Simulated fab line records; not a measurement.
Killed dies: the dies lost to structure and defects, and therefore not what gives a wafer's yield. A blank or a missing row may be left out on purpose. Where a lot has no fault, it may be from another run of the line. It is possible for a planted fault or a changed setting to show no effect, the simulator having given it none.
The tool behind it: which one?	flow sky130	11 lots with 33 wafers sampled at 5 steps, on a route of 708 steps

WHAT THE GAUGES SHOWED, per wafer
Not one reading of a measure or inspect step in the record can be checked against a usual standard deviation.

EACH LOT AND THE TOOL THAT RAN IT (in order: tool; ch and the chambers of the sampled wafers; start)
lot	SKY_METAL1_DESCUM_17	SKY_METAL1_STRIP_20	SKY_METAL2_ETCH_18	SKY_VIA2_ETCH_14	SKY_PAD_OPEN_PROBE_99
L166	rie_metal-03 ch 1, day 34 09:27	plasma_asher-04 ch 0,1, day 34 09:49	rie_metal-03 ch 0,1, day 36 15:35	rie_diel-03 ch 0,2,3, day 37 19:12	-
L168	rie_metal-03 ch 0, day 37 16:04	plasma_asher-02 ch 0,1, day 37 16:26	rie_metal-02 ch 0,1, day 39 22:48	rie_diel-03 ch 1,2, day 41 01:24	-
L174	rie_metal-03 ch 0, day 37 18:13	plasma_asher-04 ch 0,1, day 37 18:36	rie_metal-04 ch 0,1, day 39 23:49	rie_diel-01 ch 0,2,3, day 41 02:13	-
L173	rie_metal-03 ch 0, day 37 19:55	plasma_asher-04 ch 0,1, day 37 20:17	rie_metal-03 ch 0,1, day 40 00:45	rie_diel-01 ch 0,1,2, day 41 02:55	prober-01, day 49 16:15
L171	rie_metal-01 ch 0,1, day 37 20:22	plasma_asher-01 ch 0, day 37 20:33	rie_metal-04 ch 0,1, day 40 00:56	rie_diel-01 ch 1,2,3, day 41 03:52	prober-02, day 49 17:42
L175	rie_metal-04 ch 0, day 37 22:52	plasma_asher-01 ch 0,1, day 37 23:14	rie_metal-03 ch 1, day 40 03:49	rie_diel-03 ch 1,2,3, day 41 06:27	-
L176	rie_metal-03 ch 0, day 38 02:52	plasma_asher-04 ch 0,1, day 38 03:14	rie_metal-03 ch 1, day 40 06:01	rie_diel-04 ch 0,2,3, day 41 08:42	-
L181	rie_metal-01 ch 0,1, day 38 06:46	plasma_asher-04 ch 0,1, day 38 06:57	rie_metal-02 ch 0,1, day 40 09:36	rie_diel-01 ch 0,1,3, day 41 12:03	-
L182	rie_metal-04 ch 0,1, day 38 15:18	plasma_asher-02 ch 0,1, day 38 15:29	rie_metal-03 ch 0,1, day 40 18:17	rie_diel-01 ch 0,1, day 41 19:15	-
L185	rie_metal-03 ch 1, day 39 03:25	plasma_asher-04 ch 1, day 39 03:36	rie_metal-03 ch 0,1, day 41 07:41	rie_diel-04 ch 0,1,3, day 42 07:28	prober-01, day 50 13:04
L186	rie_metal-04 ch 0,1, day 39 21:31	plasma_asher-04 ch 0,1, day 39 21:43	rie_metal-02 ch 0,1, day 41 23:48	rie_diel-04 ch 0,2, day 42 23:49	-
- SKY_METAL1_DESCUM_17: chemistry O2, time 8 s.
- SKY_METAL1_STRIP_20: strips in O2/N2.
- SKY_METAL2_ETCH_18: etches BARC in N2/H2, stops on SiO2, time 45.9 s, target depth 60 nm.
- SKY_VIA2_ETCH_14: etches BARC in N2/H2, stops on SiO2, time 45.9 s, target depth 60 nm.
- SKY_PAD_OPEN_PROBE_99

AS READ BY THE TOOLS THEMSELVES (means over the sampled wafers that have a number; for cases with no such wafer, the mark the record gives instead)
SKY_METAL1_DESCUM_17.
lot	tool	drypump_motor_current_A (A)	oes_product_au (a.u.)
L166	rie_metal-03	5.6	0.990
L168	rie_metal-03	6.2	0.995
L174	rie_metal-03	6.3	0.998
L173	rie_metal-03	6.3	0.986
L171	rie_metal-01	5.4	0.993
L175	rie_metal-04	5.8	1.000
L176	rie_metal-03	6.2	0.986
L181	rie_metal-01	5.4	0.992
L182	rie_metal-04	5.6	1.001
L185	rie_metal-03	5.6	0.990
L186	rie_metal-04	5.6	1.002

SKY_METAL1_STRIP_20.
lot	tool	drypump_motor_current_A (A)	oes_product_au (a.u.)	strip_time_to_endpoint_s (s)
L166	plasma_asher-04	6.0	0.344	2.75
L168	plasma_asher-02	6.3	0.342	2.70
L174	plasma_asher-04	5.6	0.348	2.72
L173	plasma_asher-04	5.6	0.348	2.76
L171	plasma_asher-01	5.3	0.338	2.73
L175	plasma_asher-01	5.5	0.343	2.68
L176	plasma_asher-04	6.1	0.345	2.75
L181	plasma_asher-04	6.1	0.348	2.73
L182	plasma_asher-02	6.2	0.345	2.72
L185	plasma_asher-04	6.4	0.339	2.70
L186	plasma_asher-04	5.7	0.345	2.73

SKY_METAL2_ETCH_18.
lot	tool	bias_w (W)	drypump_motor_current_A (A)	oes_product_au (a.u.)	throttle_valve_pct (%)
L166	rie_metal-03	100.03	5.8	0.858	13.228
L168	rie_metal-02	99.73	5.7	0.854	13.230
L174	rie_metal-04	100.26	5.4	0.855	13.226
L173	rie_metal-03	99.88	5.8	0.857	13.229
L171	rie_metal-04	99.96	5.7	0.855	13.225
L175	rie_metal-03	99.96	5.6	0.851	13.226
L176	rie_metal-03	99.75	5.6	0.854	13.217
L181	rie_metal-02	99.81	5.7	0.854	13.229
L182	rie_metal-03	108.65	5.8	0.855	13.218
L185	rie_metal-03	108.71	5.8	0.858	13.226
L186	rie_metal-02	100.18	6.1	0.855	13.218

SKY_VIA2_ETCH_14.
lot	tool	bias_w (W)	drypump_motor_current_A (A)	oes_product_au (a.u.)	throttle_valve_pct (%)
L166	rie_diel-03	100.09	5.7	0.853	13.218
L168	rie_diel-03	99.90	5.6	0.855	13.226
L174	rie_diel-01	100.08	5.7	0.850	13.222
L173	rie_diel-01	99.94	5.8	0.857	13.225
L171	rie_diel-01	100.07	6.1	0.850	13.227
L175	rie_diel-03	100.04	5.5	0.853	13.224
L176	rie_diel-04	99.92	5.8	0.855	13.222
L181	rie_diel-01	99.94	5.9	0.851	13.228
L182	rie_diel-01	100.13	6.0	0.849	13.237
L185	rie_diel-04	99.97	5.4	0.856	13.223
L186	rie_diel-04	100.05	5.6	0.858	13.208

SKY_PAD_OPEN_PROBE_99.
lot	tool	defect_limited_yield (%)	killed_at_M0_to_M3	killed_at_M4_up	killed_at_contacts	killed_at_front_end	killed_at_other	killed_dies	killed_open	killed_short	sort_bin_3_pad_short (%)	sort_bin_5_function (%)	sort_bin_6_memory (%)	sort_n_pass	sort_yield_pct (%)
L173	prober-01	82.7	39	2.0	29	15	0.0	85	51	34	0.8	10.4	6.1	407	82.7
L171	prober-02	80.8	48	4.7	27	14	1.0	94	49	45	0.7	11.3	7.2	398	80.8
L185	prober-01	82.5	43	3.3	22	16	0.7	86	51	35	0.6	10.8	6.1	406	82.5

THE ANSWER, worked out from the rows above alone
Rule: the lots themselves supply what counts as usual. The widest of any qualifying gaps counts: lots, ordered by their means at a reading, are off when they make up no more than a third of the lots, leave a main group of 4 or more, and stand apart from it by 3 or more times the standard deviation of that group's means. Not used: any main group whose means are identical at the precision the tables above print for the reading. Also off: a lot with no number at a reading for which 4 or more lots have one. Any other lot the step has rows for is counted as sound. After the gauges, taken in route order, come the tools' own readings; for these a lot's mean is taken, as printed above. At the first step where some lot is off, the reading lying furthest off is the one used; lots without a number count as furthest.
Off, at SKY_METAL2_ETCH_18 on bias_w: L182, L185. Mean 99.95 W and standard deviation 0.17 in the main group.
A tool fits if, at that step or a process step before it, it ran every lot that is off, and no sound lot after the first of them. One candidate fits, namely rie_metal-03 at SKY_METAL2_ETCH_18. Its last sound lot is L176 (day 40 06:01), its first lot that is off L182 (day 40 18:17): a fault that began between those two fits.
On the lots that are off, the tool's own readings at SKY_METAL2_ETCH_18 differ by more than 5 times the standard deviation of the sound lots' means, which bears it out; bias_w reads 108.68 W there versus 99.95 W on the sound lots.

WHAT THE SIMULATOR HAD PUT IN
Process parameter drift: rie_metal-03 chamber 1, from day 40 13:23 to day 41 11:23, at SKY_METAL2_ETCH_18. Setting bias_w, moved by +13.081, from 100. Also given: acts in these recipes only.
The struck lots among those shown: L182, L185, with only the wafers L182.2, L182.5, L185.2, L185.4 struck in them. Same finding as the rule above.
